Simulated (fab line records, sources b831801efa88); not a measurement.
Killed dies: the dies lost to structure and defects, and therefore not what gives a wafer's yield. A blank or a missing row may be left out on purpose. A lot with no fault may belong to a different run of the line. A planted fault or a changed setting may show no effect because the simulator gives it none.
Struck lot and sound lot, side by side || flow gf180mcu || 16 out of 602 route steps
Sound: these wafers, L840.2, L840.3, L840.6. Wafers struck: L839.1, L839.3, L839.4. The cause comes at the end.
Each step with rows lists, per side, the tool, then ch with its chambers, then its first start. Under that, the readings that differ: sound wafers || struck wafers || difference of the means || sigmas: that difference in standard deviations of wafers without a fault.
alike: readings with means less than 2 such deviations apart, plus words and numbers identical on both sides. not compared: withheld readings, readings lacking a value on some wafer, bounds such as >300 that could conceal the same value, and numbers that have no deviation in the record and whose values overlap.
A row with sigmas, a row that says differs or no value, or rows on one side alone: a step with any of these is where the two part. Non-overlapping numbers with no deviation appear without sigmas and do not part them. A reading missing from all wafers of one side parts the sides only when that side holds two or more wafers.

GF_POLY_GATE_ETCH_13: etches poly-Si in HBr/Cl2, stops on SiO2, target depth 198.5 nm, time 69.6 s.
  sound on rieSi-02 ch 0,2,3, day 15 07:03; struck on rieSi-02 ch 0,2,3, day 15 00:39
  alike: drypumpMotorCurrentA, oesProductAu, throttleValvePct
  not compared: rfHoursCounterH
GF_POLY_GATE_STRIP_14: strips in O2/N2.
  sound on plasmaAsher-03 ch 0,1, day 15 07:06; struck on plasmaAsher-04 ch 0,1, day 15 00:42
  alike: drypumpMotorCurrentA, heaterPowerW, oesProductAu
  not compared: rfHoursCounterH
then, 2 steps without rows for these wafers: GF_POLY_GATE_CLEAN_15 (cleans in SC1/SC2, time 150 s); GF_POLY_GATE_OXIDATION_16 (stabilise 600 s, purge 300 s, target thk 4 nm).
GF_POLY_GATE_THK_MEAS_17:
  sound: filmMetro-02 at day 15 08:51; struck: filmMetro-04 at day 15 02:15
  alike: POLY_GATE_OXIDATION_THK
GF_POLY_GATE_CD_MEAS_18:
  sound: cdSem-01 at day 15 08:56; struck: cdSem-02 at day 15 02:19
  alike: cdNm
then, 6 steps without rows for these wafers: GF_HV_LDD_DEHYDRATE_00 (time 60 s); GF_HV_LDD_HMDS_01 (prime time 60 s); GF_HV_LDD_COAT_02 (resist thk 1000 nm); GF_HV_LDD_SOFTBAKE_03 (time 60 s); GF_HV_LDD_EXPOSE_04 (exposes mask Nplus LV AREA, target cd 400 nm); GF_HV_LDD_PEB_05.
GF_HV_LDD_DEVELOP_06: develop time 60 s.
  sound on lithoTrack-01 ch 0, day 16 06:49; struck on lithoTrack-03 ch 0, day 15 23:17
{"reading": "developerTempC (C)", "sound": "23.09 23.02 23.17", "struck": "25.21 25.24 25.27", "difference": "+2.15", "sigmas": "+20"}
GF_HV_LDD_CD_MEAS_07: the cd target is 400 nm.
  sound: cdSem-01 at day 16 06:58; struck: cdSem-01 at day 15 23:26
{"reading": "cdNm (nm)", "sound": "397.9 395.8 396.0", "struck": "387.1 390.2 386.8", "difference": -8.5, "sigmas": -3}
GF_HV_LDD_OVL_MEAS_08:
  sound: overlay-02 at day 16 07:04; struck: overlay-01 at day 15 23:34
  alike: HV_LDD_OVL
-- here the record skips 19 days between the struck wafers' starts before and after, leaving off in module HV_LDD and picking up in module PASSIVATION (first step shown: number 602 of the route) --
GF_PASSIVATION_PROBE_99:
  rows exist in the record for the struck wafers here (prober-01, day 34 14:02), but not for the sound ones

## WHERE THEY PART
Last at GF_PASSIVATION_PROBE_99 as far as this record goes, first at GF_HV_LDD_DEVELOP_06.

WHY: what had been put in by the simulator
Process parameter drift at GF_HV_LDD_DEVELOP_06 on lithoTrack-03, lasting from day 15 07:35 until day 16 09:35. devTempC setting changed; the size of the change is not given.
